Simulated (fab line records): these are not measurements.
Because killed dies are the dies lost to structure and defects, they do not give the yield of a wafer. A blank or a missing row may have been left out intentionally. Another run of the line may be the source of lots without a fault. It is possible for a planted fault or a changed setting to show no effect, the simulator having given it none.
fab line records -- flow sfq_line
[record] lots = 13, wafers = 39, last_day = 83
route steps=325 shown I7@297
lots that met no fault: taken from a fault-free run of the same line
start_h: hours from the record's first day to the start of the lot's first wafer shown -- wait_h: how many hours have passed since the lot's step before this one -- " identical to the entry in the row above -- L1.1+2: a row that stands for several wafers -- - no value present, or no start provided -- * or withheld: withheld -- < > ~ a bound
route shown NAME@n: a module of which the file shows steps, and the number in the route of the first -- usual: average and standard deviation across the fault-free wafers -- same: alike in all rows -- chamber/n: place in a boat -- sites: per-site readings -- _std_site: how widely they spread, as a standard deviation -- _edge_site: inner sites' mean taken away from outer sites' mean -- radius_mm: for every site, how far away it sits from the centre of the wafer -- mask NAME#n: copy n -- behind: the tool/chamber that last shaped the wafer -- hold: reason for holding the lot/hours on hold/outcome of the hold -- device: the n, p or np transistor that did not switch -- end of line: the tests these same wafers got at the end of their route -- where a step has no rows: the recipe by itself -- killed: not the wafer's yield, but the dies lost to structure and defects at the first sort -- map: dies across one wafer; x = killed, . = not, _ = none there
set.NAME: the run value of the setting; set.NAME@STEP: its run value at that earlier step -- model.NAME: the simulator's own value behind a step, which no gauge read
the route's steps for a sample of lots (tables are steps, rows are wafers)
services: when a tool's chamber went out of use (start_h, in hours from the record's first day, below 0 if earlier), for how many hours, and the reason
[[steps]]
[step SFQ_TRILAYER_I7_CMP_CMP_184]
[recipe] material = SiO2, down_force_psi = 3, platen_rpm = 60, pad_velocity_m_s = 0.94248
[usual] motor_current_A = 10.6/0.57, time_to_endpoint_s = 213/5.9
lot.wafer,tool,chamber,start_h,wait_h,motor_current_A,time_to_endpoint_s
L765.3,cmp-01,3,1671.95,16.0,10.2,209
L765.2,cmp-01,0,1671.95,16.0,11.3,209
L765.1,cmp-01,1,1671.95,16.0,10.8,216
L766.1,cmp-02,1,1676.65,14.7,10.4,215
L766.4,cmp-02,2,1676.65,14.7,11.9,213
L766.6,cmp-02,0,1678.15,16.1,9.9,217
L770.4,cmp-01,0,1735.05,2.4,10.5,214
L770.1,cmp-01,2,1736.05,3.5,10.2,181
L770.6,cmp-01,0,1737.05,4.4,10.7,214
L771.4,cmp-02,0,1742.91,0.1,9.8,216
L771.6,cmp-02,0,1744.91,2.1,9.8,223
L771.5,cmp-02,1,1744.91,2.1,10.3,220
L773.2,cmp-02,0,1758.41,0.0,9.1,205
L773.3,cmp-02,1,1758.41,0.0,10.1,219
L773.6,cmp-02,0,1760.41,2.0,10.1,206
L776.1,cmp-01,3,1818.76,13.9,10.2,207
L776.3,cmp-01,0,1818.76,13.9,11.1,213
L776.2,cmp-01,1,1818.76,13.9,10.0,207
L777.3,cmp-02,2,1822.41,2.7,11.8,200
L777.4,cmp-02,0,1823.41,3.6,10.2,213
L777.6,cmp-02,3,1824.91,5.1,10.8,213
L778.2,cmp-01,3,1842.41,0.0,10.7,212
L778.6,cmp-01,3,1844.41,2.0,10.6,204
L778.5,cmp-01,0,1844.41,2.0,10.6,217
L779.2,cmp-01,1,1864.56,0.5,10.9,201
L779.3,cmp-01,3,1865.56,1.5,10.9,218
L779.5,cmp-01,1,1866.56,2.5,10.4,214
L782.2,cmp-01,0,1896.14,1.0,10.6,221
L782.3,cmp-01,1,1896.14,1.0,10.8,223
L782.5,cmp-01,2,1896.14,1.0,10.3,227
L783.4,cmp-02,0,1897.44,0.5,9.9,223
L783.3,cmp-02,2,1898.44,1.5,11.9,213
L783.5,cmp-02,3,1898.44,1.5,11.0,218
L784.2,cmp-02,1,1901.04,0.5,10.3,221
L784.1,cmp-02,3,1902.04,1.5,10.8,215
L784.6,cmp-02,0,1902.04,1.5,10.4,218
L785.4,cmp-01,3,1904.28,1.3,11.5,207
L785.6,cmp-01,1,1905.28,2.3,10.5,215
L785.5,cmp-01,2,1905.28,2.3,10.3,218
[step SFQ_TRILAYER_I7_METRO_MEASURE_185]
[usual] thk_nm = 199.9/0.87
lot.wafer,tool,chamber,start_h,wait_h,thk_nm
L765.1,film_metro-01,-,1674.57,0.1,199.7
L765.2,film_metro-01,-,1674.57,0.1,198.9
L765.3,film_metro-01,-,1674.57,0.1,198.2
L766.1,film_metro-03,-,1678.77,0.1,199.1
L766.4,film_metro-03,-,1678.77,0.1,199.4
L766.6,film_metro-03,-,1678.77,0.1,201.0
L770.1,film_metro-02,-,1737.67,0.1,249.6
L770.4,film_metro-02,-,1737.67,0.1,201.2
L770.6,film_metro-02,-,1737.67,0.1,201.4
L771.4,film_metro-01,-,1746.63,0.6,200.0
L771.5,film_metro-01,-,1746.63,0.6,201.1
L771.6,film_metro-01,-,1746.63,0.6,199.5
L773.2,film_metro-03,-,1761.73,0.3,199.6
L773.3,film_metro-03,-,1761.73,0.3,199.8
L773.6,film_metro-03,-,1761.73,0.3,200.8
L776.1,film_metro-01,-,1821.88,0.1,200.1
L776.2,film_metro-01,-,1821.88,0.1,200.2
L776.3,film_metro-01,-,1821.88,0.1,201.0
L777.3,film_metro-02,-,1825.93,0.5,198.3
L777.4,film_metro-02,-,1825.93,0.5,198.5
L777.6,film_metro-02,-,1825.93,0.5,198.8
L778.2,film_metro-02,-,1845.73,0.3,200.2
L778.5,film_metro-02,-,1845.73,0.3,200.5
L778.6,film_metro-02,-,1845.73,0.3,200.3
L779.2,film_metro-01,-,1867.38,0.3,200.0
L779.3,film_metro-01,-,1867.38,0.3,199.6
L779.5,film_metro-01,-,1867.38,0.3,200.6
L782.2,film_metro-03,-,1898.46,0.3,199.3
L782.3,film_metro-03,-,1898.46,0.3,198.4
L782.5,film_metro-03,-,1898.46,0.3,199.5
L783.3,film_metro-01,-,1900.46,0.5,199.9
L783.4,film_metro-01,-,1900.46,0.5,200.9
L783.5,film_metro-01,-,1900.46,0.5,199.3
L784.1,film_metro-03,-,1903.66,0.1,200.0
L784.2,film_metro-03,-,1903.66,0.1,201.4
L784.6,film_metro-03,-,1903.66,0.1,199.5
L785.4,film_metro-02,-,1907.00,0.6,199.0
L785.5,film_metro-02,-,1907.00,0.6,200.8
L785.6,film_metro-02,-,1907.00,0.6,200.5
[step SFQ_TRILAYER_I7_VIA_ETCH_VIA_ETCH_190]
[recipe] target = SiO2, stop_on = Nb, mask_material = PR, taper_deg = 20, chemistry = CHF3, target_depth_nm = 260, source_w = 500, bias_w = 80, pressure_mtorr = 30, time_s = withheld
[usual] drypump_motor_current_A = 5.6/0.45, oes_product_au = 0.854/0.0049
lot.wafer,tool,chamber,start_h,wait_h,drypump_motor_current_A,oes_product_au
L765.1,rie_diel-02,1,1694.42,0.0,5.1,0.856
L765.2,rie_diel-02,0,1694.42,0.0,6.4,0.858
L765.3,rie_diel-02,2,1694.42,0.0,5.6,0.844
L766.1,rie_diel-04,1,1699.22,0.0,4.8,0.858
L766.4,rie_diel-04,3,1699.22,0.0,5.6,0.861
L766.6,rie_diel-04,1,1699.22,0.0,4.8,0.855
L770.1,rie_diel-02,0,1744.21,0.0,6.4,0.972
L770.4,rie_diel-02,1,1744.21,0.0,5.1,0.854
L770.6,rie_diel-02,2,1744.21,0.0,5.6,0.858
L771.4,rie_diel-04,2,1753.81,0.0,5.5,0.853
L771.5,rie_diel-04,3,1753.81,0.0,5.5,0.853
L771.6,rie_diel-04,2,1753.81,0.0,5.5,0.849
L773.2,rie_diel-04,1,1818.84,0.0,4.8,0.856
L773.3,rie_diel-04,0,1818.84,0.0,6.1,0.857
L773.6,rie_diel-04,3,1818.84,0.0,5.5,0.860
L776.1,rie_diel-03,0,1830.64,0.0,6.3,0.859
L776.2,rie_diel-03,2,1830.64,0.0,5.4,0.860
L776.3,rie_diel-03,1,1830.64,0.0,5.6,0.862
L777.3,rie_diel-04,1,1831.84,0.0,4.8,0.851
L777.4,rie_diel-04,0,1831.84,0.0,6.1,0.854
L777.6,rie_diel-04,1,1831.84,0.0,4.9,0.851
L778.2,rie_diel-02,1,1849.18,0.0,5.1,0.855
L778.5,rie_diel-02,1,1849.18,0.0,5.1,0.858
L778.6,rie_diel-02,2,1849.18,0.0,5.6,0.858
L779.2,rie_diel-04,2,1870.83,0.0,5.5,0.851
L779.3,rie_diel-04,3,1870.83,0.0,5.6,0.849
L779.5,rie_diel-04,0,1870.83,0.0,6.1,0.856
L782.2,rie_diel-03,1,1906.74,0.0,5.6,0.858
L782.3,rie_diel-03,2,1906.74,0.0,5.4,0.851
L782.5,rie_diel-03,0,1906.74,0.0,6.4,0.854
L783.3,rie_diel-03,1,1910.34,0.0,5.5,0.854
L783.4,rie_diel-03,0,1910.34,0.0,6.3,0.848
L783.5,rie_diel-03,0,1910.34,0.0,6.3,0.855
L784.1,rie_diel-04,1,1912.74,0.0,4.9,0.858
L784.2,rie_diel-04,0,1912.74,0.0,6.1,0.852
L784.6,rie_diel-04,2,1912.74,0.0,5.5,0.856
L785.4,rie_diel-02,1,1915.14,0.0,5.1,0.848
L785.5,rie_diel-02,3,1915.14,0.0,5.3,0.860
L785.6,rie_diel-02,2,1915.14,0.0,5.6,0.854
[[services]]
tool,chamber,start_h,hours,kind
film_metro-02,-,1651.43,0.2,pm
film_metro-02,-,1654.10,0.3,pm
rie_diel-02,3,1659.84,3.4,repair
cmp-02,-,1667.90,4.7,pm
film_metro-03,-,1668.40,7.2,pm
film_metro-01,-,1672.32,0.6,pm
rie_diel-04,3,1673.78,20.3,repair
cmp-02,-,1685.85,2.0,repair
film_metro-03,-,1689.42,0.7,pm
rie_diel-04,2,1692.74,8.1,repair
rie_diel-02,3,1716.63,39.4,repair
cmp-02,-,1732.14,1.4,repair
film_metro-03,-,1733.93,1.0,pm
film_metro-01,-,1751.49,0.4,pm
cmp-02,-,1776.41,4.0,pm
cmp-01,-,1798.24,5.5,repair
cmp-01,-,1799.75,1.4,repair
rie_diel-04,0,1802.91,2.8,repair
film_metro-01,-,1820.02,1.5,pm
cmp-01,-,1829.00,1.2,repair
rie_diel-04,0,1840.31,13.9,repair
rie_diel-04,0,1856.10,8.6,repair
cmp-02,-,1866.58,3.8,repair
cmp-01,-,1906.28,4.9,pm
[[key]]
[first_sign] step = SFQ_TRILAYER_I7_CMP_CMP_184, reading = time_to_endpoint_s, direction = down, sigmas = 5.5, usual = *, struck = *
[effect] step = SFQ_TRILAYER_I7_METRO_MEASURE_185, reading = thk_nm, direction = up, sigmas = 57, usual = 199.9, struck = 249.6
[effect] step = SFQ_TRILAYER_I7_VIA_ETCH_VIA_ETCH_190, reading = oes_product_au, direction = up, sigmas = 24, usual = 0.854, struck = 0.972
met_at SFQ_TRILAYER_I7_CMP_CMP_184
struck_lots L770
struck_wafers L770.1
[fault] kind = process_parameter_drift, tool = cmp-01, chamber = 2, onset_h = 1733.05, steps = SFQ_TRILAYER_I7_CMP_CMP_184, channel = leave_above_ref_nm, offset = 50, shape = step, end_h = 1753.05, acts_in = these_recipes_only, stated = 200
